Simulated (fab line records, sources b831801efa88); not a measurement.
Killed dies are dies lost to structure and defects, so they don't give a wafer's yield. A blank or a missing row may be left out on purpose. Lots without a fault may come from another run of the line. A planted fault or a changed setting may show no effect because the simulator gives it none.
Which tool did it? | flow sky130 | 13 lots, 37 wafers sampled, at 4 steps of a route of 708

WHAT THE GAUGES READ, wafer by wafer
SKY_VT_ADJUST_HVTR_OVL_MEAS_08. Usual: VT_ADJUST_HVTR_OVL 0.1 nm, standard deviation 1.3.
lot  | measured     | on         | VT_ADJUST_HVTR_OVL (nm) | flag
L575 | day 9 23:20  | overlay-01 | -0.7 -0.3 0.5           |
L576 | day 10 09:30 | overlay-02 | -0.2 1.8 -0.1           |
L578 | day 10 21:07 | overlay-01 | 1.4 0.7 0.8             |
L579 | day 11 02:36 | overlay-02 | 1.8 -1.8 -0.2           |
L580 | day 11 12:24 | overlay-02 | 0.7 1.5 0.2             |
L581 | day 11 17:59 | overlay-01 | 1.8 1.7 1.2             |
L582 | day 12 02:23 | overlay-01 | 0.3 1.0 1.1             |
L583 | day 12 11:47 | overlay-02 | 0.3 -1.5 0.7            |
L584 | day 12 16:53 | overlay-02 | 0.2 -1.5 -1.2           |
L586 | day 13 09:20 | overlay-02 | 0.4 0.2 1.9             |
L587 | day 13 19:31 | overlay-01 | -0.4 -2.0 -1.2          |
L589 | day 14 06:53 | overlay-01 | 0.7 2.3 -0.8            |
L591 | day 14 19:18 | overlay-01 | 0.3                     |

SKY_SONOS_ONO_THK_MEAS_03. Usual: SONOS_ONO_CVD_02_THK 10.48 nm, standard deviation 0.12.
lot  | measured     | on            | SONOS_ONO_CVD_02_THK (nm) | flag
L575 | day 12 00:32 | film_metro-04 | 10.63 10.51 10.43         |
L576 | day 12 13:46 | film_metro-02 | 10.54 10.53 10.57         |
L578 | day 13 02:23 | film_metro-02 | 10.42 10.25 10.43         |
L579 | day 13 09:35 | film_metro-04 | 10.56 10.60 10.43         |
L580 | day 13 17:37 | film_metro-04 | 10.41 10.29 10.32         |
L581 | day 14 01:22 | film_metro-01 | 10.72 10.50 10.66         |
L582 | day 14 09:10 | film_metro-04 | 10.30 10.26 10.51         |
L583 | day 14 21:59 | film_metro-04 | 10.59 10.38 10.36         |
L584 | day 14 23:34 | film_metro-02 | 10.27 10.47 10.39         |
L586 | day 15 22:51 | film_metro-04 | 10.57 10.45 10.48         |
L587 | day 16 05:33 | film_metro-02 | 10.53 10.54 10.50         |
L589 | day 16 20:47 | film_metro-02 | 10.48 10.46 10.46         |
L591 | day 17 12:22 | film_metro-04 | 10.55                     |

WHICH TOOL RAN EACH LOT (tool, then ch and the chambers of the sampled wafers, then the start)
lot  | SKY_VT_ADJUST_PCH_STRIP_09           | SKY_SONOS_TUNNEL_EXPOSE_04
L575 | plasma_asher-01 ch 0,1, day 10 22:37 | iline_stepper-02 ch 0, day 11 09:26
L576 | plasma_asher-01 ch 0,1, day 11 07:58 | iline_stepper-02 ch 0, day 11 19:46
L578 | plasma_asher-02 ch 0,1, day 11 20:00 | iline_stepper-02 ch 0, day 12 08:35
L579 | plasma_asher-02 ch 0,1, day 12 03:26 | iline_stepper-02 ch 0, day 12 15:58
L580 | plasma_asher-01 ch 0,1, day 12 13:22 | iline_stepper-01 ch 0, day 13 01:51
L581 | plasma_asher-02 ch 0,1, day 12 18:55 | iline_stepper-01 ch 0, day 13 07:31
L582 | plasma_asher-03 ch 0,1, day 13 03:39 | iline_stepper-01 ch 0, day 13 16:16
L583 | plasma_asher-03 ch 0,1, day 13 12:31 | iline_stepper-01 ch 0, day 14 02:01
L584 | plasma_asher-01 ch 0,1, day 13 18:07 | iline_stepper-01 ch 0, day 14 06:47
L586 | plasma_asher-01 ch 0,1, day 14 11:19 | iline_stepper-01 ch 0, day 15 00:53
L587 | plasma_asher-03 ch 0,1, day 14 21:51 | iline_stepper-02 ch 0, day 15 11:49
L589 | plasma_asher-01 ch 0,1, day 15 09:45 | iline_stepper-01 ch 0, day 15 23:41
L591 | plasma_asher-01 ch 1, day 15 22:27   | iline_stepper-02 ch 0, day 16 12:55
- SKY_VT_ADJUST_PCH_STRIP_09: strips in O2/N2.
- SKY_SONOS_TUNNEL_EXPOSE_04: exposes mask TUNM, target cd 410 nm.

WHAT THE TOOLS THEMSELVES READ (means of the sampled wafers that have a number; where no wafer has one, the mark that the record gives instead)
SKY_VT_ADJUST_PCH_STRIP_09. Usual: drypump_motor_current_A 5.9 A, standard deviation 0.49; oes_product_au 0.723 a.u., standard deviation 0.0045; strip_time_to_endpoint_s 36.94 s, standard deviation 0.097.
lot  | tool            | drypump_motor_current_A (A) | oes_product_au (a.u.) | strip_time_to_endpoint_s (s) | flag
L575 | plasma_asher-01 | 6.1                         | 0.719                 | 36.99                        |
L576 | plasma_asher-01 | 6.1                         | 0.721                 | 36.87                        |
L578 | plasma_asher-02 | 6.0                         | 0.723                 | 36.83                        |
L579 | plasma_asher-02 | 6.0                         | 0.721                 | 37.03                        |
L580 | plasma_asher-01 | 5.7                         | 0.724                 | 36.89                        |
L581 | plasma_asher-02 | 6.3                         | 0.726                 | 37.09                        |
L582 | plasma_asher-03 | 5.7                         | 0.718                 | 36.98                        |
L583 | plasma_asher-03 | 5.7                         | 0.723                 | 36.87                        |
L584 | plasma_asher-01 | 6.1                         | 0.725                 | 36.96                        |
L586 | plasma_asher-01 | 5.7                         | 0.723                 | 36.95                        |
L587 | plasma_asher-03 | 5.6                         | 0.722                 | 36.82                        |
L589 | plasma_asher-01 | 5.7                         | 0.723                 | 37.06                        |
L591 | plasma_asher-01 | 6.4                         | 0.722                 | 36.95                        |

SKY_SONOS_TUNNEL_EXPOSE_04. Usual: exposure_dose_mJ_cm2 135.94, standard deviation 0.13.
lot  | tool             | exposure_dose_mJ_cm2 | flag
L575 | iline_stepper-02 | 136.10               |
L576 | iline_stepper-02 | 135.78               |
L578 | iline_stepper-02 | 136.01               |
L579 | iline_stepper-02 | 135.88               |
L580 | iline_stepper-01 | 136.03               |
L581 | iline_stepper-01 | 135.96               |
L582 | iline_stepper-01 | 135.97               |
L583 | iline_stepper-01 | 136.01               |
L584 | iline_stepper-01 | 135.90               |
L586 | iline_stepper-01 | 136.06               |
L587 | iline_stepper-02 | 135.98               |
L589 | iline_stepper-01 | 136.01               |
L591 | iline_stepper-02 | 135.14               | OFF

THE ANSWER, worked out from the rows above alone
Rule: a lot is off if the mean of its wafers that have a number lies more than 3 standard deviations from the usual mean. A lot without any number at a reading at which 4 lots or more have one is off too. The other lots that the step has rows for count as sound. The gauges are gone through in route order, then the tools' own readings, and for those a lot's mean is taken as printed above. The first step at which some lot is off is used, and at that step the reading that is off furthest; a lot without a number counts as furthest.
Off: L591, at SKY_SONOS_TUNNEL_EXPOSE_04 (exposure_dose_mJ_cm2).
A tool fits if, at that step or a process step before it, it ran every lot that is off, and no sound lot after the first of them. Can't be told from this: 2 tools fit, plasma_asher-01 at SKY_VT_ADJUST_PCH_STRIP_09, iline_stepper-02 at SKY_SONOS_TUNNEL_EXPOSE_04.

WHAT THE SIMULATOR HAD PUT IN
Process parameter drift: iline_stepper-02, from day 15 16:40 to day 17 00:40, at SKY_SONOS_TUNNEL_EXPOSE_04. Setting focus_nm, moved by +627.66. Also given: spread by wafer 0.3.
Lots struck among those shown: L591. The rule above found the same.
